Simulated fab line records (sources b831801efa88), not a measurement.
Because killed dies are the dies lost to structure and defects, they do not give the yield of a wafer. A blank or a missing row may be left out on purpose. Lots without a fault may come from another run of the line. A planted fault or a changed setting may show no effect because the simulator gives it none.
Which of the tools did it? / flow gf180mcu / 39 wafers from 13 lots sampled at 5 of the route's 602 steps

## WHAT EACH GAUGE READ, for each wafer
GF_MVSD_TW_MEAS_11. Usual: MVSD_TW 1572, standard deviation 13.
lot=L438; measured=day 4 12:10; on=film-metro-03; MVSD_TW=1563 1559 1561; flag=
lot=L439; measured=day 4 20:18; on=film-metro-03; MVSD_TW=1554 1557 1565; flag=
lot=L440; measured=day 5 00:23; on=film-metro-03; MVSD_TW=1563 1564 1564; flag=
lot=L441; measured=day 5 05:01; on=film-metro-01; MVSD_TW=1577 1571 1570; flag=
lot=L442; measured=day 5 12:00; on=film-metro-03; MVSD_TW=1562 1569 1563; flag=
lot=L443; measured=day 5 17:29; on=film-metro-03; MVSD_TW=1572 1574 1574; flag=
lot=L446; measured=day 6 11:39; on=film-metro-01; MVSD_TW=1264 1256 1265; flag=OFF
lot=L448; measured=day 6 20:50; on=film-metro-04; MVSD_TW=1266 1269 1274; flag=OFF
lot=L455; measured=day 8 14:56; on=film-metro-03; MVSD_TW=1557 1562 1551; flag=
lot=L456; measured=day 8 18:32; on=film-metro-01; MVSD_TW=1574 1574 1572; flag=
lot=L457; measured=day 9 01:01; on=film-metro-04; MVSD_TW=1601 1596 1608; flag=
lot=L458; measured=day 9 07:02; on=film-metro-01; MVSD_TW=1588 1580 1582; flag=
lot=L459; measured=day 9 13:25; on=film-metro-03; MVSD_TW=1556 1564 1557; flag=

GF_VT_IMPLANT_RS_MEAS_46: the measuring method here is four-point-probe. Usual: MVSD_RS 456.8 ohm/sq, standard deviation 1.
lot=L438; measured=day 7 16:21; on=film-metro-01; MVSD_RS (ohm/sq)=456.0 455.2 455.9; flag=
lot=L439; measured=day 8 00:19; on=film-metro-03; MVSD_RS (ohm/sq)=455.6 456.7 457.2; flag=
lot=L440; measured=day 8 02:18; on=film-metro-03; MVSD_RS (ohm/sq)=455.6 456.7 455.7; flag=
lot=L441; measured=day 8 10:08; on=film-metro-01; MVSD_RS (ohm/sq)=456.1 457.3 457.0; flag=
lot=L442; measured=day 8 17:13; on=film-metro-01; MVSD_RS (ohm/sq)=457.7 458.6 456.8; flag=
lot=L443; measured=day 8 23:29; on=film-metro-01; MVSD_RS (ohm/sq)=457.3 457.8 457.2; flag=
lot=L446; measured=day 9 20:53; on=film-metro-04; MVSD_RS (ohm/sq)=697.9 699.8 695.0; flag=OFF
lot=L448; measured=day 10 07:41; on=film-metro-01; MVSD_RS (ohm/sq)=697.1 698.2 700.3; flag=OFF
lot=L455; measured=day 12 06:38; on=film-metro-03; MVSD_RS (ohm/sq)=457.4 457.4 459.3; flag=
lot=L456; measured=day 12 13:34; on=film-metro-01; MVSD_RS (ohm/sq)=458.2 457.6 458.9; flag=
lot=L457; measured=day 12 20:33; on=film-metro-01; MVSD_RS (ohm/sq)=457.2 456.6 455.7; flag=
lot=L458; measured=day 13 02:05; on=film-metro-01; MVSD_RS (ohm/sq)=454.6 455.1 454.1; flag=
lot=L459; measured=day 13 12:02; on=film-metro-04; MVSD_RS (ohm/sq)=457.6 457.1 457.0; flag=

GF_SALICIDE_THK_MEAS_05: measures by xrf. Usual: SALICIDE_TIN_THK 19.79 nm, standard deviation 0.24.
lot=L438; measured=day 15 08:58; on=film-metro-03; SALICIDE_TIN_THK (nm)=20.00 20.10 19.81; flag=
lot=L439; measured=day 15 14:22; on=film-metro-01; SALICIDE_TIN_THK (nm)=19.36 19.38 19.31; flag=
lot=L440; measured=day 15 19:16; on=film-metro-01; SALICIDE_TIN_THK (nm)=19.98 20.07 20.02; flag=
lot=L441; measured=day 16 01:18; on=film-metro-03; SALICIDE_TIN_THK (nm)=19.45 19.72 19.44; flag=
lot=L442; measured=day 16 12:39; on=film-metro-02; SALICIDE_TIN_THK (nm)=19.89 19.78 19.60; flag=
lot=L443; measured=day 16 22:31; on=film-metro-01; SALICIDE_TIN_THK (nm)=19.59 19.65 19.42; flag=
lot=L446; measured=day 18 01:58; on=film-metro-02; SALICIDE_TIN_THK (nm)=19.90 19.77 19.77; flag=
lot=L448; measured=day 18 17:21; on=film-metro-01; SALICIDE_TIN_THK (nm)=19.96 19.68 19.84; flag=
lot=L455; measured=day 21 06:16; on=film-metro-01; SALICIDE_TIN_THK (nm)=19.67 19.95 19.60; flag=
lot=L456; measured=day 21 12:32; on=film-metro-02; SALICIDE_TIN_THK (nm)=19.40 19.36 19.52; flag=
lot=L457; measured=day 21 23:48; on=film-metro-01; SALICIDE_TIN_THK (nm)=19.98 19.81 19.87; flag=
lot=L458; measured=day 22 09:11; on=film-metro-02; SALICIDE_TIN_THK (nm)=19.69 19.87 19.77; flag=
lot=L459; measured=day 22 17:32; on=film-metro-03; SALICIDE_TIN_THK (nm)=19.69 19.85 19.62; flag=

GF_CONTACT_THK_MEAS_03. Usual: CONTACT_CVD_02_THK 861 nm, standard deviation 11.
lot=L438; measured=day 15 09:30; on=film-metro-03; CONTACT_CVD_02_THK (nm)=840 858 861; flag=
lot=L439; measured=day 15 14:55; on=film-metro-01; CONTACT_CVD_02_THK (nm)=875 868 863; flag=
lot=L440; measured=day 15 19:47; on=film-metro-01; CONTACT_CVD_02_THK (nm)=865 869 879; flag=
lot=L441; measured=day 16 01:52; on=film-metro-01; CONTACT_CVD_02_THK (nm)=847 853 857; flag=
lot=L442; measured=day 16 13:10; on=film-metro-01; CONTACT_CVD_02_THK (nm)=844 857 861; flag=
lot=L443; measured=day 16 23:02; on=film-metro-01; CONTACT_CVD_02_THK (nm)=858 842 859; flag=
lot=L446; measured=day 18 02:29; on=film-metro-03; CONTACT_CVD_02_THK (nm)=859 853 859; flag=
lot=L448; measured=day 18 17:58; on=film-metro-04; CONTACT_CVD_02_THK (nm)=844 863 863; flag=
lot=L455; measured=day 21 06:47; on=film-metro-04; CONTACT_CVD_02_THK (nm)=863 854 859; flag=
lot=L456; measured=day 21 13:10; on=film-metro-03; CONTACT_CVD_02_THK (nm)=851 848 872; flag=
lot=L457; measured=day 22 00:25; on=film-metro-03; CONTACT_CVD_02_THK (nm)=839 843 861; flag=
lot=L458; measured=day 22 10:18; on=film-metro-03; CONTACT_CVD_02_THK (nm)=854 876 883; flag=
lot=L459; measured=day 22 18:05; on=film-metro-04; CONTACT_CVD_02_THK (nm)=853 853 862; flag=

## WHAT TOOL EACH LOT RAN ON (gives the tool, then ch and the chambers of the sampled wafers, and finally the start)
lot=L438; GF_MVSD_IMPLANT_08=implanter-01 ch 0, day 4 11:47
lot=L439; GF_MVSD_IMPLANT_08=implanter-01 ch 0, day 4 19:56
lot=L440; GF_MVSD_IMPLANT_08=implanter-04 ch 0, day 5 00:00
lot=L441; GF_MVSD_IMPLANT_08=implanter-02 ch 0, day 5 04:37
lot=L442; GF_MVSD_IMPLANT_08=implanter-01 ch 0, day 5 11:36
lot=L443; GF_MVSD_IMPLANT_08=implanter-04 ch 0, day 5 17:05
lot=L446; GF_MVSD_IMPLANT_08=implanter-01 ch 0, day 6 11:15
lot=L448; GF_MVSD_IMPLANT_08=implanter-01 ch 0, day 6 20:26
lot=L455; GF_MVSD_IMPLANT_08=implanter-04 ch 0, day 8 14:32
lot=L456; GF_MVSD_IMPLANT_08=implanter-02 ch 0, day 8 18:08
lot=L457; GF_MVSD_IMPLANT_08=implanter-04 ch 0, day 9 00:37
lot=L458; GF_MVSD_IMPLANT_08=implanter-02 ch 0, day 9 06:40
lot=L459; GF_MVSD_IMPLANT_08=implanter-04 ch 0, day 9 13:01
- GF_MVSD_IMPLANT_08

## WHAT THE TOOLS THEMSELVES READ (means of the sampled wafers that have a number; where no wafer has one, the mark that the record gives instead)
GF_MVSD_IMPLANT_08. Usual: dose-ions-cm2 1.6001e+13, standard deviation 1.6e+10; faraday-current-uA 90.2, standard deviation 1.8.
lot=L438 tool=implanter-01 dose-ions-cm2=1.5999e+13 faraday-current-uA=89.6 flag=
lot=L439 tool=implanter-01 dose-ions-cm2=1.6006e+13 faraday-current-uA=89.4 flag=
lot=L440 tool=implanter-04 dose-ions-cm2=1.6006e+13 faraday-current-uA=89.3 flag=
lot=L441 tool=implanter-02 dose-ions-cm2=1.6006e+13 faraday-current-uA=88.5 flag=
lot=L442 tool=implanter-01 dose-ions-cm2=1.6016e+13 faraday-current-uA=90.3 flag=
lot=L443 tool=implanter-04 dose-ions-cm2=1.5999e+13 faraday-current-uA=89.9 flag=
lot=L446 tool=implanter-01 dose-ions-cm2=6.7703e+12 faraday-current-uA=38.1 flag=OFF
lot=L448 tool=implanter-01 dose-ions-cm2=6.7643e+12 faraday-current-uA=39.0 flag=OFF
lot=L455 tool=implanter-04 dose-ions-cm2=1.6011e+13 faraday-current-uA=90.5 flag=
lot=L456 tool=implanter-02 dose-ions-cm2=1.5985e+13 faraday-current-uA=90.4 flag=
lot=L457 tool=implanter-04 dose-ions-cm2=1.6007e+13 faraday-current-uA=89.4 flag=
lot=L458 tool=implanter-02 dose-ions-cm2=1.5994e+13 faraday-current-uA=91.8 flag=
lot=L459 tool=implanter-04 dose-ions-cm2=1.6018e+13 faraday-current-uA=89.2 flag=

## THE ANSWER, worked out from the rows above alone
Rule: a lot is off if the mean of its wafers that have a number lies more than 3 standard deviations from the usual mean. Also off: a lot with no number at a reading for which 4 or more lots have one. Any other lot the step has rows for is counted as sound. After the gauges, taken in route order, come the tools' own readings; for these a lot's mean is taken, as printed above. At the first step where some lot is off, the reading lying furthest off is the one used; lots without a number count as furthest.
Off: L446, L448, at GF_MVSD_TW_MEAS_11 (MVSD_TW).
A tool fits if, at a process step before that reading, it ran every lot that is off, and no sound lot after the first of them. Not tried: the gauges at GF_MVSD_TW_MEAS_11; whatever is off there is also off at GF_MVSD_IMPLANT_08, on other tools, and gauge error can't account for it. One candidate fits, namely implanter-01 at GF_MVSD_IMPLANT_08. Its last sound lot is L442 (day 5 11:36), its first lot that is off L446 (day 6 11:15): a fault that began between those two fits.
The tool's own readings at GF_MVSD_IMPLANT_08 bear it out: on the lots that are off they differ by more than 5 times the standard deviation of the sound lots' means. dose-ions-cm2 reads 6.7673e+12 there against 1.6004e+13 on the sound lots; faraday-current-uA reads 38.5 there against 89.8 on the sound lots.

## WHAT THE SIMULATOR HAD PUT IN
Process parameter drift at GF_MVSD_IMPLANT_08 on implanter-01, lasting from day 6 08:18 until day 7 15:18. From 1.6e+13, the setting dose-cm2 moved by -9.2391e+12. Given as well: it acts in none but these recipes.
Lots struck among those shown: L446, L448. The rule above reached the same finding.
